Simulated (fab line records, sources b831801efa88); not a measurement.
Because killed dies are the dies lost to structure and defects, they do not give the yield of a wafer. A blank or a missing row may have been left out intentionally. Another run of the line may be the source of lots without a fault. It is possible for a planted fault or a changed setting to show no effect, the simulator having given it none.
What tool caused it? + flow gf180mcu + 42 wafers from 14 lots sampled at 5 of the route's 602 steps

## WHAT THE GAUGES SHOWED, per wafer
GF_V2_BOW_MEAS_05. Usual: V2_BOW gives 98 um (standard deviation 9).
| lot  | measured     | on            | V2_BOW (um) | flag |
|------|--------------|---------------|-------------|------|
| L293 | day 19 10:53 | film metro-03 | 90 104 93   |      |
| L295 | day 20 06:16 | film metro-04 | 94 103 105  |      |
| L298 | day 21 10:14 | film metro-01 | 98 101 101  |      |
| L300 | day 22 08:42 | film metro-03 | 104 113 101 |      |
| L301 | day 22 16:57 | film metro-04 | 102 106 107 |      |
| L305 | day 23 22:04 | film metro-04 | 83 90 91    |      |
| L307 | day 24 12:10 | film metro-04 | 102 96 89   |      |
| L308 | day 25 01:38 | film metro-03 | 99 107 115  |      |
| L309 | day 25 09:52 | film metro-03 | 98 103 103  |      |
| L311 | day 25 19:57 | film metro-01 | 85 80 93    |      |
| L312 | day 26 07:28 | film metro-03 | 103 106 102 |      |
| L313 | day 26 11:28 | film metro-04 | 111 104 111 |      |
| L314 | day 26 20:44 | film metro-01 | 99 101 95   |      |
| L315 | day 27 01:47 | film metro-03 | 98 86 92    |      |

GF_V4_CD_MEAS_14: the cd target is 260 nm. Usual: 259.5 nm for cd nm, sd 1.4.
| lot  | measured     | on        | cd nm (nm)        | flag |
|------|--------------|-----------|-------------------|------|
| L293 | day 24 14:22 | cd sem-02 | 260.8 260.4 260.9 |      |
| L295 | day 25 09:19 | cd sem-01 | 259.2 260.2 256.9 |      |
| L298 | day 26 09:14 | cd sem-01 | 258.4 258.9 258.2 |      |
| L300 | day 27 05:05 | cd sem-01 | 260.0 259.5 259.0 |      |
| L301 | day 27 13:07 | cd sem-01 | 260.2 259.7 259.0 |      |
| L305 | day 28 14:05 | cd sem-02 | 261.8 260.2 261.1 |      |
| L307 | day 29 01:31 | cd sem-02 | 261.2 260.2 261.3 |      |
| L308 | day 29 14:25 | cd sem-01 | 260.2 261.0 261.7 |      |
| L309 | day 29 20:26 | cd sem-01 | 258.2 256.7 258.7 |      |
| L311 | day 30 05:32 | cd sem-01 | 260.4 259.2 260.2 |      |
| L312 | day 30 14:53 | cd sem-01 | 260.2 261.3 260.6 |      |
| L313 | day 30 18:56 | cd sem-01 | 258.6 257.2 256.3 |      |
| L314 | day 31 03:30 | cd sem-01 | 260.4 261.2 260.8 |      |
| L315 | day 31 09:38 | cd sem-01 | 256.5 255.7 256.1 |      |

## EACH LOT AND THE TOOL THAT RAN IT (in order: tool; ch and the chambers of the sampled wafers; start)
| lot  | GF_M1_METAL_ETCH_16               | GF_M1_STRIP_17                       | GF_V3_SPUTTER_21             |
|------|-----------------------------------|--------------------------------------|------------------------------|
| L293 | rie metal-03 ch 0,1, day 17 06:19 | plasma asher-02 ch 0,1, day 17 06:26 | pvd sputter-02, day 22 14:49 |
| L295 | rie metal-02 ch 0,1, day 18 00:30 | plasma asher-03 ch 1, day 18 00:37   | pvd sputter-01, day 23 10:23 |
| L298 | rie metal-03 ch 0,1, day 19 05:11 | plasma asher-04 ch 0,1, day 19 05:17 | pvd sputter-04, day 24 11:52 |
| L300 | rie metal-02 ch 1, day 20 03:24   | plasma asher-02 ch 0,1, day 20 03:37 | pvd sputter-04, day 25 09:12 |
| L301 | rie metal-02 ch 0,1, day 20 12:38 | plasma asher-03 ch 0,1, day 20 12:44 | pvd sputter-01, day 25 16:46 |
| L305 | rie metal-03 ch 0,1, day 21 20:38 | plasma asher-04 ch 0,1, day 21 20:44 | pvd sputter-01, day 26 19:19 |
| L307 | rie metal-04 ch 0,1, day 22 09:05 | plasma asher-02 ch 0,1, day 22 09:11 | pvd sputter-04, day 27 07:43 |
| L308 | rie metal-04 ch 0, day 22 23:15   | plasma asher-03 ch 0,1, day 22 23:22 | pvd sputter-01, day 27 21:58 |
| L309 | rie metal-04 ch 0,1, day 23 08:59 | plasma asher-03 ch 0,1, day 23 09:05 | pvd sputter-01, day 28 02:55 |
| L311 | rie metal-02 ch 0,1, day 23 19:57 | plasma asher-04 ch 0,1, day 23 20:04 | pvd sputter-04, day 28 12:54 |
| L312 | rie metal-02 ch 1, day 24 07:18   | plasma asher-03 ch 0,1, day 24 07:31 | pvd sputter-04, day 29 00:20 |
| L313 | rie metal-02 ch 0,1, day 24 11:52 | plasma asher-02 ch 0,1, day 24 11:59 | pvd sputter-02, day 29 03:41 |
| L314 | rie metal-04 ch 0,1, day 24 22:03 | plasma asher-04 ch 0,1, day 24 22:10 | pvd sputter-04, day 29 12:45 |
| L315 | rie metal-03 ch 0,1, day 25 02:50 | plasma asher-04 ch 0,1, day 25 02:56 | pvd sputter-01, day 29 17:28 |
- GF_M1_METAL_ETCH_16: etches the open film in Cl2/BCl3, stops on SiO2, target depth 627.5 nm, time 104.6 s.
- GF_M1_STRIP_17: strips in O2/N2.
- GF_V3_SPUTTER_21: material Ti, target thk 15 nm, time 80.02 s.

## AS READ BY THE TOOLS THEMSELVES (means over the sampled wafers that have a number; for cases with no such wafer, the mark the record gives instead)
GF_M1_METAL_ETCH_16. Usual: drypump motor current A 5.6 A, standard deviation 0.43; he backside leak sccm 3.31 sccm, standard deviation 0.2; oes product au 0.973 a.u., standard deviation 0.0059; rf fwd power W 796.7 W, standard deviation 2.4; throttle valve pct 28.247 %, standard deviation 0.01.
| lot  | tool         | drypump motor current A (A) | he backside leak sccm (sccm) | oes product au (a.u.) | rf fwd power W (W) | throttle valve pct (%) | flag |
|------|--------------|-----------------------------|------------------------------|-----------------------|--------------------|------------------------|------|
| L293 | rie metal-03 | 5.5                         | 3.19                         | 0.973                 | 796.8              | 28.249                 |      |
| L295 | rie metal-02 | 5.6                         | 3.13                         | 0.966                 | 796.5              | 28.244                 |      |
| L298 | rie metal-03 | 5.5                         | 3.27                         | 0.973                 | 796.5              | 28.245                 |      |
| L300 | rie metal-02 | 6.1                         | 3.18                         | 0.782                 | 795.5              | 28.458                 | OFF  |
| L301 | rie metal-02 | 5.8                         | 3.29                         | 0.788                 | 796.1              | 28.449                 | OFF  |
| L305 | rie metal-03 | 5.6                         | 3.46                         | 0.972                 | 800.0              | 28.240                 |      |
| L307 | rie metal-04 | 5.9                         | 3.46                         | 0.979                 | 795.8              | 28.236                 |      |
| L308 | rie metal-04 | 5.0                         | 3.26                         | 0.967                 | 797.9              | 28.249                 |      |
| L309 | rie metal-04 | 5.8                         | 3.37                         | 0.974                 | 794.6              | 28.252                 |      |
| L311 | rie metal-02 | 5.8                         | 3.32                         | 0.975                 | 798.3              | 28.237                 |      |
| L312 | rie metal-02 | 6.0                         | 3.24                         | 0.973                 | 798.1              | 28.242                 |      |
| L313 | rie metal-02 | 5.8                         | 3.29                         | 0.974                 | 797.0              | 28.250                 |      |
| L314 | rie metal-04 | 5.4                         | 3.30                         | 0.970                 | 795.2              | 28.249                 |      |
| L315 | rie metal-03 | 5.6                         | 3.45                         | 0.974                 | 796.9              | 28.249                 |      |

GF_M1_STRIP_17. Usual: drypump motor current A 5.88 A, standard deviation 0.3; heater power w 326 W, standard deviation 29; oes product au 0.558 a.u., standard deviation 0.0043; strip time to endpoint s 7.87 s, standard deviation 0.038.
| lot  | tool            | drypump motor current A (A) | heater power w (W) | oes product au (a.u.) | strip time to endpoint s (s) | flag |
|------|-----------------|-----------------------------|--------------------|-----------------------|------------------------------|------|
| L293 | plasma asher-02 | 6.11                        | 329                | 0.559                 | 7.87                         |      |
| L295 | plasma asher-03 | 6.11                        | 321                | 0.563                 | 7.92                         |      |
| L298 | plasma asher-04 | 5.51                        | 309                | 0.550                 | 7.86                         |      |
| L300 | plasma asher-02 | 6.07                        | 337                | 0.592                 | 8.76                         | OFF  |
| L301 | plasma asher-03 | 5.99                        | 339                | 0.591                 | 8.69                         | OFF  |
| L305 | plasma asher-04 | 5.64                        | 296                | 0.557                 | 7.90                         |      |
| L307 | plasma asher-02 | 6.17                        | 351                | 0.559                 | 7.86                         |      |
| L308 | plasma asher-03 | 5.99                        | 337                | 0.559                 | 7.90                         |      |
| L309 | plasma asher-03 | 6.03                        | 337                | 0.561                 | 7.89                         |      |
| L311 | plasma asher-04 | 5.64                        | 296                | 0.561                 | 7.93                         |      |
| L312 | plasma asher-03 | 6.04                        | 340                | 0.558                 | 7.86                         |      |
| L313 | plasma asher-02 | 6.19                        | 351                | 0.561                 | 7.92                         |      |
| L314 | plasma asher-04 | 5.65                        | 296                | 0.553                 | 7.82                         |      |
| L315 | plasma asher-04 | 5.48                        | 311                | 0.556                 | 7.87                         |      |

GF_V3_SPUTTER_21. Usual: 30.5 % for throttle valve pct, sd 1.
| lot  | tool           | throttle valve pct (%) | flag |
|------|----------------|------------------------|------|
| L293 | pvd sputter-02 | 29.7                   |      |
| L295 | pvd sputter-01 | 30.8                   |      |
| L298 | pvd sputter-04 | 29.8                   |      |
| L300 | pvd sputter-04 | 30.4                   |      |
| L301 | pvd sputter-01 | 30.9                   |      |
| L305 | pvd sputter-01 | 30.8                   |      |
| L307 | pvd sputter-04 | 30.5                   |      |
| L308 | pvd sputter-01 | 30.9                   |      |
| L309 | pvd sputter-01 | 30.9                   |      |
| L311 | pvd sputter-04 | 29.6                   |      |
| L312 | pvd sputter-04 | 30.4                   |      |
| L313 | pvd sputter-02 | 29.4                   |      |
| L314 | pvd sputter-04 | 29.9                   |      |
| L315 | pvd sputter-01 | 31.1                   |      |

## THE ANSWER, worked out from the rows above alone
Rule: a lot counts as off when the mean over its wafers that have a number is more than 3 standard deviations away from the usual mean. Also off: a lot with no number at a reading for which 4 or more lots have one. The other lots that the step has rows for count as sound. After the gauges, taken in route order, come the tools' own readings; for these a lot's mean is taken, as printed above. At the first step where some lot is off, the reading lying furthest off is the one used; lots without a number count as furthest.
Off, at GF_M1_METAL_ETCH_16 on oes product au: L300, L301.
If a tool, at that step or one of the process steps before it, ran each lot that is off and ran no sound lot following the first of them, it fits. Not one of the candidates tried fits.

## WHAT WAS PUT IN BY THE SIMULATOR
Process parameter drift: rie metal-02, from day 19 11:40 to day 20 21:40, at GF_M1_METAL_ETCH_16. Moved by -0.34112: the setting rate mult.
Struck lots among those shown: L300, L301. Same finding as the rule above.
